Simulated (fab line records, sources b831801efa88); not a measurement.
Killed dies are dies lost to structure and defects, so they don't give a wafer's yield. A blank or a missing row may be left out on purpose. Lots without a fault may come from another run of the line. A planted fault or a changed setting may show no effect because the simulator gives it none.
A struck lot beside a sound one | flow gf180mcu | 15 steps out of a route of 602
Sound: wafers L763.1, L763.2, L763.3. Struck: wafers L766.4, L766.6. (L766.2 of the same lot was not struck and is left out.) The cause comes at the end.
At each step with rows: each side's tool, then ch and its chambers, then its first start. Under that, the readings that differ: sound wafers | struck wafers | difference of the means | sigmas: that difference in standard deviations of wafers without a fault.
alike: readings whose means differ by less than 2 such deviations, and words and numbers that are the same on both sides. not compared: withheld readings, readings that some wafer has no value for, bounds like >300 that may hide the same value, and numbers for which the record gives no deviation and whose values overlap.
The two part at a step that has a row with sigmas, a row that says differs or no value, or rows on one side only. Numbers that don't overlap but have no deviation are shown without sigmas and don't part them. A reading that every wafer of one side lacks parts them only if that side has two wafers or more.

GF_V4_CD_MEAS_14: target cd 260 nm.
  sound on cd_sem-02, day 24 07:12; struck on cd_sem-01, day 25 12:55
  alike: cd_nm
GF_V4_OVL_MEAS_15:
  sound on overlay-02, day 24 07:19; struck on overlay-01, day 25 13:01
  alike: V4_OVL
GF_V4_ETCH_16: etches BARC in N2/H2.
  sound on rie_diel-02 ch 0,1,3, day 24 07:22; struck on rie_diel-01 ch 0,1, day 25 13:02
  alike: chamber_pressure_mTorr, drypump_motor_current_A, oes_product_au, throttle_valve_pct
GF_V4_ETCH_17: etches SiO2 in C4F8/O2/Ar, stops on TiN, target depth 630 nm.
  sound on rie_diel-02 ch 0,1,3; struck on rie_diel-01 ch 0,1
  alike: chamber_pressure_mTorr, oes_product_au
GF_V4_STRIP_18: strips in O2/N2.
  sound on plasma_asher-04 ch 0,1, day 24 07:29; struck on plasma_asher-04 ch 1, day 25 13:10
  reading               | sound             | struck      | difference | sigmas
  oes_product_au (a.u.) | 0.589 0.586 0.586 | 0.600 0.599 | +0.012     | +2
  alike: chamber_pressure_mTorr, drypump_motor_current_A, heater_power_w, platen_temp_c
  not compared: rf_hours_counter_h
then, 3 steps without rows for these wafers: GF_V4_STRIP_19 (strips in post etch residue remover, time 1200 s); GF_V4_CLEAN_20 (cleans in DIW); GF_V4_SPUTTER_21 (material Ti, target thk 15 nm, time 80.02 s).
GF_V4_SPUTTER_22: material TiN, target thk 10 nm, time 40 s.
  sound on pvd_sputter-02, day 24 08:05; struck on pvd_sputter-03, day 25 13:53
  alike: throttle_valve_pct
GF_V4_CVD_23: deposits W, target thk 350 nm, time 104.9 s.
  sound on cvd_w-01 ch 0,1, day 24 08:07; struck on cvd_w-02 ch 0,1, day 25 13:56
  alike: heater_power_w
GF_V4_RS_MEAS_24: measures by four-point-probe.
  sound on film_metro-03, day 24 08:14; struck on film_metro-03, day 25 14:04
  alike: V4_W_RS
GF_V4_THK_MEAS_25: measures by xrf.
  sound on film_metro-03, day 24 08:21; struck on film_metro-03, day 25 14:10
  alike: V4_W_THK
GF_V4_CMP_26: polishes, stops on SiO2, t overpolish 15 s, target thk 0 nm.
  sound on cmp-01 ch 0,2,3, day 24 08:25; struck on cmp-02 ch 0,3, day 25 14:16
  reading                | sound                | struck      | difference | sigmas
  overpolish_run_s (s)   | 14.991 14.999 15.000 | 0.050 0.042 | -14.951    | -99 or more
  time_to_endpoint_s (s) | 81 81 91             | 129 130     | +45        | +10
  alike: motor_current_A
then, 1 step without rows for these wafers: GF_MIM_SPUTTER_00 (material Ti, target thk 37.5 nm, time 150 s).
-- the record jumps here: 4 days lie between the struck wafers' starts before and after (it left off in module MIM and takes up again in module PASSIVATION, whose first step shown is number 602 of the route) --
GF_PASSIVATION_PROBE_99:
  the record has rows for the struck wafers here (prober-02, day 30 01:09) and none for the sound ones

WHERE THEY PART
First at GF_V4_STRIP_18; last, within this record, at GF_PASSIVATION_PROBE_99.

WHY: what the simulator had put in
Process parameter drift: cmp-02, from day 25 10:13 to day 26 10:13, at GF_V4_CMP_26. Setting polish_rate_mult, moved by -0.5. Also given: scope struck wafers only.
